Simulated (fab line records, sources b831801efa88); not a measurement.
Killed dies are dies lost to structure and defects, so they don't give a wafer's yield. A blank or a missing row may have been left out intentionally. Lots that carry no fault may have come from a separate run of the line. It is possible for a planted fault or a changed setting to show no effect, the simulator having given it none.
Matching of chambers	flow sky130	SKY_PASSIVATION_CVD_02 on pecvd-03 has 3 sister chambers
The step deposits Si3N4, target thk 540 nm. 6 wafers are shown with their chamber, then 11 later ones without.

## EACH WAFER AND ITS CHAMBER
wafer	chamber	heaterPowerW (W)
L086.6	1	758
L088.3	0	711
L090.1	2	646
L090.2	1	665
L090.5	2	631
L092.1	0	633

## WAFERS WITHOUT THEIR CHAMBER
wafer	heaterPowerW (W)
L092.2	760
L092.5	768
L093.1	770
L093.2	597
L093.6	614
L094.4	760
L094.5	616
L094.6	745
L095.1	737
L095.4	632
L095.6	655

## CHAMBER TAKEN BY EACH
wafer	from the rows above	in truth
L092.2	can't be placed: 1 or 0 or 2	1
L092.5	can't be placed: 1 or 0 or 2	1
L093.1	can't be placed: 1 or 0 or 2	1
L093.2	can't be placed: 2 or 0 or 1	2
L093.6	can't be placed: 2 or 0 or 1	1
L094.4	can't be placed: 1 or 0 or 2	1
L094.5	can't be placed: 2 or 0 or 1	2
L094.6	can't be placed: 1 or 0 or 2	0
L095.1	can't be placed: 1 or 0 or 2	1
L095.4	can't be placed: 2 or 0 or 1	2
L095.6	can't be placed: 2 or 0 or 1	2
0 of 11 placed correctly. Can't be placed from these rows: 11 (the true chamber is among the candidates in 11). Placed wrongly: 0.
How it was worked out, from the rows above alone: a wafer's distance from a chamber is the root of the sum, over the readings, of the square of ((its reading less the chamber's mean) divided by the reading's scatter). If the next closest chamber is less than 2 further off than the closest, the wafer can't be placed; otherwise it belongs to the closest. A chamber's mean is the mean of its shown wafers. The scatter: take each reading less its chamber's mean, square it, sum over the shown wafers, divide by the number of wafers less the number of chambers, and take the root.
